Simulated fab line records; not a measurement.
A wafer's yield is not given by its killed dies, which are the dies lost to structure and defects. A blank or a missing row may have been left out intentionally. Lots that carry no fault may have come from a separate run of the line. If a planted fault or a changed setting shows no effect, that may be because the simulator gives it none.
A lot that was struck, set against a sound lot    flow sky130    29 out of 708 route steps
Sound: wafers L330.1, L330.2, L330.5. Wafers L324.2, L324.4, L324.5 were the ones struck. Last of all comes the cause.
For every step that has rows: the tool of each side, followed by ch and its chambers, followed by its first start. Under that, the readings that differ: sound wafers    struck wafers    difference of the means    sigmas: that difference in standard deviations of wafers without a fault.
alike: a reading whose means differ by less than 2 such deviations, as well as words and numbers matching on both sides. not compared: withheld readings; readings where some wafer has no value; bounds like >300 that might hide an equal value; numbers whose values overlap and for which the record gives no deviation.
Wherever a step has rows on one side only, a row that says differs or no value, or a row with sigmas, the two part there. Non-overlapping numbers with no deviation appear without sigmas and do not part them. A reading missing from all wafers of one side parts the sides only when that side holds two or more wafers.

first, 9 steps without rows for these wafers: SKY_METAL1_DEVELOP_14 (develop time 60 s); SKY_METAL1_DESCUM_17 (chemistry O2, time 8 s); SKY_METAL1_ETCH_18 (etches BARC in N2/H2, stops on SiO2, time 45.9 s, target depth 60 nm); SKY_METAL1_METAL_ETCH_19 (etches the open film in Cl2/BCl3, stops on SiO2, target depth 360 nm, time 78 s); SKY_METAL1_STRIP_20 (strips in O2/N2); SKY_METAL1_STRIP_21 (strips in post etch residue remover, time 1200 s); SKY_METAL1_CLEAN_22 (cleans in IPA, time 180 s); SKY_METAL1_CLEAN_23 (cleans in O3/DIW); SKY_VIA1_HDPCVD_00 (deposits SiO2, target thk 1030 nm, time 171.7 s).
SKY_VIA1_CMP_02: polishes SiO2.
  sound on cmp-01 ch 0,2,3, day 38 03:13; struck on cmp-01 ch 1,3, day 35 16:43
  no value came back on the struck wafers for edge zone pressure frac, head pressure psi (psi), motor current A (A), slurry flow ml min; on the sound wafers edge zone pressure frac reads 1.000 1.001 1.003
reading                                   sound              struck          difference  sigmas
model.SiO2_of_VIA1_HDPCVD_00.thk nm (nm)  344.7 343.6 344.1  1029 1044 1024  +688        
SKY_VIA1_BOW_MEAS_03:
  struck on film metro-01, day 35 16:59; sound on film metro-01, day 38 03:31
reading        sound     struck       difference  sigmas
VIA1_BOW (um)  75 73 82  117 116 115  +39         +6
then, 9 steps without rows for these wafers: SKY_VIA1_DEHYDRATE_04 (time 60 s); SKY_VIA1_HMDS_05 (prime time 60 s); SKY_VIA1_COAT_06 (resist thk 60.49 nm); SKY_VIA1_COAT_07 (resist thk 450 nm); SKY_VIA1_SOFTBAKE_08 (time 90 s); SKY_VIA1_EXPOSE_09 (exposes mask VIM, target cd 150 nm); SKY_VIA1_PEB_10; SKY_VIA1_DEVELOP_11 (develop time 60 s); SKY_VIA1_ETCH_14 (etches BARC in N2/H2, stops on SiO2, time 45.9 s, target depth 60 nm).
SKY_VIA1_ETCH_15: etches SiO2 in C4F8/O2/Ar, stops on TiN, target depth 351 nm, time 54 s.
  sound on rie diel-01 ch 0,1,3, day 39 02:50; struck on rie diel-04 ch 0,2, day 36 19:07
reading                           sound              struck             difference  sigmas
oes product au (a.u.)             0.974 0.982 0.988  1.614 1.630 1.633  +0.644      +99 or more
model.etch.depth nm (nm)          344.6 343.6 344.1  348.6 352.6 352.2  +7.0        
model.VIA1.feature depth nm (nm)  344.6 343.6 344.1  348.6 352.6 352.2  +7.0        
  not compared: rf hours counter h
then, 6 steps without rows for these wafers: SKY_VIA1_STRIP_16 (strips in O2/N2); SKY_VIA1_STRIP_17 (strips in post etch residue remover, time 1200 s); SKY_VIA1_CLEAN_18 (cleans in IPA, time 180 s); SKY_VIA1_CLEAN_19 (cleans in O3/DIW); SKY_VIA1_SPUTTER_20 (material TiN, target thk 20 nm, time 80 s); SKY_VIA1_CVD_21 (deposits W, target thk 270 nm, time 80.902 s).
SKY_VIA1_CMP_24: polishes, stops on SiO2, t overpolish 15 s, target thk 0 nm.
  sound on cmp-02 ch 1,2,3, day 39 03:54; struck on cmp-02 ch 0,1,2, day 36 20:05
reading                                   sound            struck          difference  sigmas
model.SiO2_of_VIA1_HDPCVD_00.thk nm (nm)  341.5 340.5 341  1026 1041 1021  +688        
  alike: edge zone pressure frac, head pressure psi, motor current A, slurry flow ml min
-- the record jumps here: 11 days lie between the struck wafers' starts before and after (it left off in module VIA1 and takes up again in module PAD_OPEN, whose first step shown is number 708 of the route) --
SKY_PAD_OPEN_PROBE_99:
  rows exist in the record for the struck wafers here (prober-01, day 47 21:42), but not for the sound ones

WHERE THEY PART
Last at SKY_PAD_OPEN_PROBE_99 as far as this record goes, first at SKY_VIA1_CMP_02.

WHY: what the simulator had put in
Beginning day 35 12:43, the whole step at SKY_VIA1_CMP_02 was skipped on cmp-01. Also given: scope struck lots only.
